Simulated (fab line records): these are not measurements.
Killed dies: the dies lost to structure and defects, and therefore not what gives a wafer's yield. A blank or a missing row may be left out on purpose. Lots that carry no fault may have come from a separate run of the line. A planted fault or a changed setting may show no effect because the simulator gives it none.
Which of the tools did it? :: flow gf180mcu :: 15 lots, 45 wafers sampled, at 1 step of a route of 602

WHAT THE GAUGES READ, wafer by wafer
GF_V4_THK_MEAS_03.
lot: L326
measured: day 23 13:16
on: film metro-04
V4_CVD_02_THK (nm): 871 857 861

lot: L327
measured: day 23 20:27
on: film metro-02
V4_CVD_02_THK (nm): 868 839 866

lot: L328
measured: day 24 08:56
on: film metro-02
V4_CVD_02_THK (nm): 848 856 846

lot: L330
measured: day 24 22:40
on: film metro-02
V4_CVD_02_THK (nm): 843 834 844

lot: L331
measured: day 25 07:11
on: film metro-02
V4_CVD_02_THK (nm): 870 861 885

lot: L332
measured: day 25 16:46
on: film metro-02
V4_CVD_02_THK (nm): 861 869 855

lot: L335
measured: day 26 14:59
on: film metro-01
V4_CVD_02_THK (nm): 843 853 864

lot: L336
measured: day 26 22:53
on: film metro-02
V4_CVD_02_THK (nm): 843 862 873

lot: L337
measured: day 27 10:05
on: film metro-04
V4_CVD_02_THK (nm): 837 857 856

lot: L338
measured: day 27 15:08
on: film metro-04
V4_CVD_02_THK (nm): 843 833 853

lot: L339
measured: day 27 21:12
on: film metro-04
V4_CVD_02_THK (nm): 840 835 848

lot: L340
measured: day 28 04:54
on: film metro-01
V4_CVD_02_THK (nm): 844 850 872

lot: L341
measured: day 28 11:32
on: film metro-02
V4_CVD_02_THK (nm): 847 864 850

lot: L342
measured: day 28 16:52
on: film metro-04
V4_CVD_02_THK (nm): 841 839 859

lot: L346
measured: day 29 16:20
on: film metro-04
V4_CVD_02_THK (nm): 854 840 859

EACH LOT AND THE TOOL THAT RAN IT (in order: tool; ch and the chambers of the sampled wafers; start)
Record: no process step prior to these readings.

WHAT THE TOOLS THEMSELVES READ (means of the sampled wafers that have a number; where no wafer has one, the mark that the record gives instead)
The record holds no such reading with a usual standard deviation.

THE ANSWER, worked out from the rows above alone
Rule: the lots themselves supply what counts as usual. Put in order of their means at a reading, lots are off if they are a third of the lots or fewer, leave a main group of 4 or more, and stand apart from it by a gap of 3 or more times the standard deviation of the main group's means; of several such gaps the widest counts. A main group is skipped when, at the precision printed for the reading in the tables above, its means are all equal. A lot without any number at a reading at which 4 lots or more have one is off too. Any other lot the step has rows for is counted as sound. The gauges are gone through in route order, then the tools' own readings, and for those a lot's mean is taken as printed above. At the first step where some lot is off, the reading lying furthest off is the one used; lots without a number count as furthest.
Across all readings shown, no lot is off: no conclusion can be drawn from this.

WHAT THE SIMULATOR PUT IN
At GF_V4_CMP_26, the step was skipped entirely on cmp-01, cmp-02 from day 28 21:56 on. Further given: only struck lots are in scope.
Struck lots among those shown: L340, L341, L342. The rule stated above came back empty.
